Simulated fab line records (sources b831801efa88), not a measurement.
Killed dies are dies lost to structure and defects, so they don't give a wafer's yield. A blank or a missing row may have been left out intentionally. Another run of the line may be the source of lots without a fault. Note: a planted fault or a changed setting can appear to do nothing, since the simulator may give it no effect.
Which tool is to blame? ; flow sky130 ; 21 wafers sampled from 7 lots at 1 step of a route of 708

## WHAT EACH GAUGE READ, for each wafer
SKY_LDD_P_TW_MEAS_11.
lot;measured;on;LDD_P_TW
L342;day 18 18:34;film metro-02;631 633 633
L345;day 20 10:55;film metro-02;636 634 638
L348;day 21 08:35;film metro-04;626 626 633
L351;day 22 10:55;film metro-03;643 640 639
L354;day 23 15:25;film metro-04;629 629 631
L357;day 24 06:59;film metro-04;623 622 621
L360;day 25 15:34;film metro-03;640 634 638

## TOOL THAT RAN EACH LOT (tool first, then ch and the chambers of the sampled wafers, then the start)
The record holds no process step before these readings.

## THE ANSWER, worked out from the rows above alone
Rule: the usual values come from the lots themselves. Put in order of their means at a reading, lots are off if they are a third of the lots or fewer, leave a main group of 4 or more, and stand apart from it by a gap of 3 or more times the standard deviation of the main group's means; of several such gaps the widest counts. A main group whose means are all the same, to the digits that the tables above print for the reading, isn't used. A lot without any number at a reading at which 4 lots or more have one is off too. The other lots that the step has rows for count as sound.
No lot is off on any of the readings shown, so nothing can be concluded from this.

## WHAT THE SIMULATOR HAD INSERTED
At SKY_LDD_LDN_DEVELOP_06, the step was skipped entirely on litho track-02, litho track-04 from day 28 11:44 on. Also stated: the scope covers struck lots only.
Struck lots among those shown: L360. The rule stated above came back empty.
